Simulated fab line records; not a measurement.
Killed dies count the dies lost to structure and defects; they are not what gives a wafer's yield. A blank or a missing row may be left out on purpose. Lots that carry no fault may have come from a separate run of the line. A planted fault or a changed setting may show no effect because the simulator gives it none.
Struck lot and sound lot, side by side + flow sky130 + 15 steps out of a route of 708
Sound: wafers L187.2, L187.3, L187.4. Wafers struck: L192.1, L192.3, L192.6. The cause is given at the end.
Per side, at each step with rows, come the tool, then ch with its chambers, and then its first start. Under that, the readings that differ: sound wafers + struck wafers + difference of the means + sigmas: that difference in standard deviations of wafers without a fault.
alike: same words and numbers on both sides, and readings whose means sit less than 2 such deviations apart. not compared: any withheld reading, any reading some wafer has no value for, any bound like >300 that may hide the same value, and any number with overlapping values for which the record gives no deviation.
The two part at a step that has a row with sigmas, a row that says differs or no value, or rows on one side only. Numbers that have no deviation but don't overlap get no sigmas and don't part them. Lack of a reading on every wafer of one side parts them only where that side has two or more wafers.

SKY_LI_CONTACT_THK_MEAS_23: measures by xrf.
  sound: film metro-04 at day 31 11:35; struck: film metro-04 at day 32 22:23
  alike: LI_CONTACT_W_THK
SKY_LI_CONTACT_CMP_24: polishes, stops on PSG, t overpolish 20 s, target thk 0 nm.
  sound on cmp-01 ch 1,2,3, day 31 11:38; struck on cmp-02 ch 0,3, day 32 22:26
  alike: motor current A, overpolish run s, time to endpoint s
SKY_LOCAL_INTERCONNECT_SPUTTER_00: material TiN, target thk 100 nm, time 83.3 s.
  sound: pvd sputter-04 at day 31 11:56; struck: pvd sputter-01 at day 32 22:44
| reading                | sound          | struck         | difference | sigmas |
|------------------------|----------------|----------------|------------|--------|
| throttle valve pct (%) | 28.8 27.7 29.0 | 30.8 31.1 30.7 | +2.4       | +2     |
SKY_LOCAL_INTERCONNECT_RS_MEAS_01: measures by four-point-probe.
  sound: film metro-04 at day 31 12:01; struck: film metro-04 at day 32 22:48
  alike: LOCAL_INTERCONNECT_TIN_RS
SKY_LOCAL_INTERCONNECT_THK_MEAS_02: measures by xrf.
  sound: film metro-04 at day 31 12:07; struck: film metro-04 at day 32 22:55
  alike: LOCAL_INTERCONNECT_TIN_THK
then, 7 steps without rows for these wafers: SKY_LOCAL_INTERCONNECT_DEHYDRATE_03 (time 60 s); SKY_LOCAL_INTERCONNECT_HMDS_04 (prime time 60 s); SKY_LOCAL_INTERCONNECT_COAT_05 (resist thk 60 nm); SKY_LOCAL_INTERCONNECT_COAT_06 (resist thk 444 nm); SKY_LOCAL_INTERCONNECT_SOFTBAKE_07 (time 90 s); SKY_LOCAL_INTERCONNECT_EXPOSE_08 (exposes mask LI1M, target cd 170 nm); SKY_LOCAL_INTERCONNECT_PEB_09.
SKY_LOCAL_INTERCONNECT_DEVELOP_10: develop time 60 s.
  sound on litho track-02 ch 0, day 32 15:00; struck on litho track-02 ch 0, day 34 01:00
| reading              | sound             | struck            | difference | sigmas |
|----------------------|-------------------|-------------------|------------|--------|
| developer temp C (C) | 20.97 20.93 21.03 | 19.97 19.99 20.07 | -0.97      | -10    |
  alike: exhaust pa
SKY_LOCAL_INTERCONNECT_CD_MEAS_11: the cd target is 170 nm.
  sound: cd sem-01 at day 32 15:25; struck: cd sem-01 at day 34 02:12
  alike: cd nm
-- the record jumps here: 14 days lie between the struck wafers' starts before and after (it left off in module LOCAL_INTERCONNECT and takes up again in module PAD_OPEN, whose first step shown is number 708 of the route) --
SKY_PAD_OPEN_PROBE_99:
  sound: prober-02 at day 47 12:07; struck: prober-02 at day 48 13:49
  alike: killed_at_M0_to_M3, killed_at_M4_up, killed at contacts, killed at front end, killed at other, killed dies, killed open, killed short

== WHERE THEY PART ==
Last at SKY_LOCAL_INTERCONNECT_DEVELOP_10 as far as this record goes, first at SKY_LOCAL_INTERCONNECT_SPUTTER_00. Later steps at which nothing parts them and some readings are alike: SKY_LOCAL_INTERCONNECT_CD_MEAS_11, SKY_PAD_OPEN_PROBE_99.

WHY: the cause the simulator had injected
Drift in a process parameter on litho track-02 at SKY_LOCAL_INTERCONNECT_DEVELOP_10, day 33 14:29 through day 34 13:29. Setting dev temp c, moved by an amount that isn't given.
